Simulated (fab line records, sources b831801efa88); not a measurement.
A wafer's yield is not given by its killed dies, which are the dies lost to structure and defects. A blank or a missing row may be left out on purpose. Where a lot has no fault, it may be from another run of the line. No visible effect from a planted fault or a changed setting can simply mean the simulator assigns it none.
Which tool was responsible? / flow gf180mcu / 13 lots with 39 wafers sampled at 5 steps, on a route of 602 steps

## WHAT EACH GAUGE READ, for each wafer
GF_M1_THK_MEAS_06: measures by xrf.
lot=L447; measured=day 15 23:02; on=film metro-01; M1_ALCU_THK (nm)=439 448 437
lot=L449; measured=day 16 21:35; on=film metro-03; M1_ALCU_THK (nm)=435 436 433
lot=L450; measured=day 17 05:47; on=film metro-03; M1_ALCU_THK (nm)=436 437 436
lot=L451; measured=day 17 13:03; on=film metro-01; M1_ALCU_THK (nm)=437 437 437
lot=L452; measured=day 18 03:28; on=film metro-03; M1_ALCU_THK (nm)=433 436 438
lot=L457; measured=day 19 22:55; on=film metro-03; M1_ALCU_THK (nm)=449 440 443
lot=L458; measured=day 20 06:32; on=film metro-04; M1_ALCU_THK (nm)=438 442 444
lot=L464; measured=day 22 14:10; on=film metro-04; M1_ALCU_THK (nm)=438 440 442
lot=L466; measured=day 23 05:02; on=film metro-03; M1_ALCU_THK (nm)=446 441 445
lot=L467; measured=day 23 11:13; on=film metro-04; M1_ALCU_THK (nm)=438 434 441
lot=L468; measured=day 23 17:15; on=film metro-01; M1_ALCU_THK (nm)=441 444 436
lot=L469; measured=day 23 21:22; on=film metro-03; M1_ALCU_THK (nm)=443 444 441
lot=L470; measured=day 24 10:40; on=film metro-03; M1_ALCU_THK (nm)=443 446 443

GF_V1_THK_MEAS_03.
lot=L447; measured=day 16 22:07; on=film metro-03; V1_CVD_02_THK (nm)=823 837 844
lot=L449; measured=day 17 21:10; on=film metro-04; V1_CVD_02_THK (nm)=837 854 844
lot=L450; measured=day 18 06:36; on=film metro-03; V1_CVD_02_THK (nm)=838 832 853
lot=L451; measured=day 18 13:43; on=film metro-03; V1_CVD_02_THK (nm)=839 853 845
lot=L452; measured=day 19 03:31; on=film metro-04; V1_CVD_02_THK (nm)=832 840 833
lot=L457; measured=day 20 23:25; on=film metro-04; V1_CVD_02_THK (nm)=844 843 856
lot=L458; measured=day 21 07:40; on=film metro-02; V1_CVD_02_THK (nm)=847 857 861
lot=L464; measured=day 23 13:53; on=film metro-03; V1_CVD_02_THK (nm)=839 838 848
lot=L466; measured=day 24 04:20; on=film metro-02; V1_CVD_02_THK (nm)=856 859 859
lot=L467; measured=day 24 10:19; on=film metro-04; V1_CVD_02_THK (nm)=856 857 869
lot=L468; measured=day 24 15:58; on=film metro-02; V1_CVD_02_THK (nm)=836 849 869
lot=L469; measured=day 24 20:52; on=film metro-04; V1_CVD_02_THK (nm)=852 842 857
lot=L470; measured=day 25 09:07; on=film metro-02; V1_CVD_02_THK (nm)=859 839 863

GF_V1_RS_MEAS_24: a four-point-probe measurement.
lot=L447; measured=day 17 22:31; on=film metro-03; V1_W_RS (ohm/sq)=0.315 0.320 0.318
lot=L449; measured=day 18 22:02; on=film metro-02; V1_W_RS (ohm/sq)=0.328 0.321 0.328
lot=L450; measured=day 19 07:58; on=film metro-03; V1_W_RS (ohm/sq)=0.320 0.326 0.321
lot=L451; measured=day 19 15:13; on=film metro-03; V1_W_RS (ohm/sq)=0.322 0.327 0.326
lot=L452; measured=day 20 04:41; on=film metro-02; V1_W_RS (ohm/sq)=0.322 0.324 0.318
lot=L457; measured=day 21 23:59; on=film metro-02; V1_W_RS (ohm/sq)=0.323 0.317 0.324
lot=L458; measured=day 22 08:41; on=film metro-04; V1_W_RS (ohm/sq)=0.313 0.316 0.316 0.313 0.316 0.317
lot=L464; measured=day 24 13:40; on=film metro-03; V1_W_RS (ohm/sq)=0.324 0.325 0.318
lot=L466; measured=day 25 03:01; on=film metro-04; V1_W_RS (ohm/sq)=0.324 0.330 0.322
lot=L467; measured=day 25 09:44; on=film metro-04; V1_W_RS (ohm/sq)=0.323 0.324 0.326
lot=L468; measured=day 25 14:46; on=film metro-03; V1_W_RS (ohm/sq)=0.322 0.331 0.328
lot=L469; measured=day 25 19:47; on=film metro-03; V1_W_RS (ohm/sq)=0.321 0.320 0.323
lot=L470; measured=day 26 07:24; on=film metro-04; V1_W_RS (ohm/sq)=0.319 0.323 0.324

## WHICH TOOL RAN EACH LOT (tool, then ch and the chambers of the sampled wafers, then the start)
lot=L447; GF_V1_SPUTTER_21=pvd sputter-03, day 17 22:17; GF_V1_SPUTTER_22=pvd sputter-03, day 17 22:20
lot=L449; GF_V1_SPUTTER_21=pvd sputter-04, day 18 21:50; GF_V1_SPUTTER_22=pvd sputter-04, day 18 21:53
lot=L450; GF_V1_SPUTTER_21=pvd sputter-04, day 19 07:45; GF_V1_SPUTTER_22=pvd sputter-04, day 19 07:49
lot=L451; GF_V1_SPUTTER_21=pvd sputter-02, day 19 15:01; GF_V1_SPUTTER_22=pvd sputter-02, day 19 15:04
lot=L452; GF_V1_SPUTTER_21=pvd sputter-02, day 20 04:28; GF_V1_SPUTTER_22=pvd sputter-02, day 20 04:31
lot=L457; GF_V1_SPUTTER_21=pvd sputter-04, day 21 23:46; GF_V1_SPUTTER_22=pvd sputter-04, day 21 23:50
lot=L458; GF_V1_SPUTTER_21=pvd sputter-02, day 22 08:29; GF_V1_SPUTTER_22=pvd sputter-02, day 22 08:32
lot=L464; GF_V1_SPUTTER_21=pvd sputter-04, day 24 13:25; GF_V1_SPUTTER_22=pvd sputter-04, day 24 13:29
lot=L466; GF_V1_SPUTTER_21=pvd sputter-02, day 25 02:49; GF_V1_SPUTTER_22=pvd sputter-02, day 25 02:52
lot=L467; GF_V1_SPUTTER_21=pvd sputter-04, day 25 09:31; GF_V1_SPUTTER_22=pvd sputter-04, day 25 09:34
lot=L468; GF_V1_SPUTTER_21=pvd sputter-02, day 25 14:34; GF_V1_SPUTTER_22=pvd sputter-02, day 25 14:37
lot=L469; GF_V1_SPUTTER_21=pvd sputter-04, day 25 19:34; GF_V1_SPUTTER_22=pvd sputter-04, day 25 19:37
lot=L470; GF_V1_SPUTTER_21=pvd sputter-02, day 26 07:11; GF_V1_SPUTTER_22=pvd sputter-02, day 26 07:15
- GF_V1_SPUTTER_21: material Ti, target thk 15 nm, time 80.02 s.
- GF_V1_SPUTTER_22: material TiN, target thk 10 nm, time 40 s.

## WHAT THE TOOLS THEMSELVES READ (means of the sampled wafers that have a number; where no wafer has one, the mark that the record gives instead)
GF_V1_SPUTTER_21.
lot=L447; tool=pvd sputter-03; substrate temp c (C)=200.03; throttle valve pct (%)=29.2
lot=L449; tool=pvd sputter-04; substrate temp c (C)=199.90; throttle valve pct (%)=30.6
lot=L450; tool=pvd sputter-04; substrate temp c (C)=200.07; throttle valve pct (%)=30.4
lot=L451; tool=pvd sputter-02; substrate temp c (C)=199.87; throttle valve pct (%)=30.6
lot=L452; tool=pvd sputter-02; substrate temp c (C)=199.99; throttle valve pct (%)=31.2
lot=L457; tool=pvd sputter-04; substrate temp c (C)=199.84; throttle valve pct (%)=30.5
lot=L458; tool=pvd sputter-02; substrate temp c (C)=200.11; throttle valve pct (%)=31.2
lot=L464; tool=pvd sputter-04; substrate temp c (C)=200.06; throttle valve pct (%)=30.5
lot=L466; tool=pvd sputter-02; substrate temp c (C)=199.99; throttle valve pct (%)=30.6
lot=L467; tool=pvd sputter-04; substrate temp c (C)=199.96; throttle valve pct (%)=30.5
lot=L468; tool=pvd sputter-02; substrate temp c (C)=200.02; throttle valve pct (%)=31.1
lot=L469; tool=pvd sputter-04; substrate temp c (C)=200.10; throttle valve pct (%)=30.0
lot=L470; tool=pvd sputter-02; substrate temp c (C)=200.02; throttle valve pct (%)=30.6

GF_V1_SPUTTER_22.
lot=L447; tool=pvd sputter-03; throttle valve pct (%)=29.4
lot=L449; tool=pvd sputter-04; throttle valve pct (%)=30.5
lot=L450; tool=pvd sputter-04; throttle valve pct (%)=30.5
lot=L451; tool=pvd sputter-02; throttle valve pct (%)=30.6
lot=L452; tool=pvd sputter-02; throttle valve pct (%)=31.2
lot=L457; tool=pvd sputter-04; throttle valve pct (%)=30.5
lot=L458; tool=pvd sputter-02; throttle valve pct (%)=31.2
lot=L464; tool=pvd sputter-04; throttle valve pct (%)=30.4
lot=L466; tool=pvd sputter-02; throttle valve pct (%)=30.8
lot=L467; tool=pvd sputter-04; throttle valve pct (%)=30.4
lot=L468; tool=pvd sputter-02; throttle valve pct (%)=31.0
lot=L469; tool=pvd sputter-04; throttle valve pct (%)=30.2
lot=L470; tool=pvd sputter-02; throttle valve pct (%)=30.6

## THE ANSWER, worked out from the rows above alone
Rule: what is usual is taken from the lots themselves. Put in order of their means at a reading, lots are off if they are a third of the lots or fewer, leave a main group of 4 or more, and stand apart from it by a gap of 3 or more times the standard deviation of the main group's means; of several such gaps the widest counts. The tables above print the reading to a certain number of digits; a main group whose means all agree to those digits is not used. A lot without any number at a reading at which 4 lots or more have one is off too. All remaining lots with rows at the step are treated as sound. After the gauges, taken in route order, come the tools' own readings; for these a lot's mean is taken, as printed above. At the first step where some lot is off, the reading lying furthest off is the one used; lots without a number count as furthest.
No lot is off at any reading shown: from this, nothing can be told.

## WHAT THE SIMULATOR PUT IN
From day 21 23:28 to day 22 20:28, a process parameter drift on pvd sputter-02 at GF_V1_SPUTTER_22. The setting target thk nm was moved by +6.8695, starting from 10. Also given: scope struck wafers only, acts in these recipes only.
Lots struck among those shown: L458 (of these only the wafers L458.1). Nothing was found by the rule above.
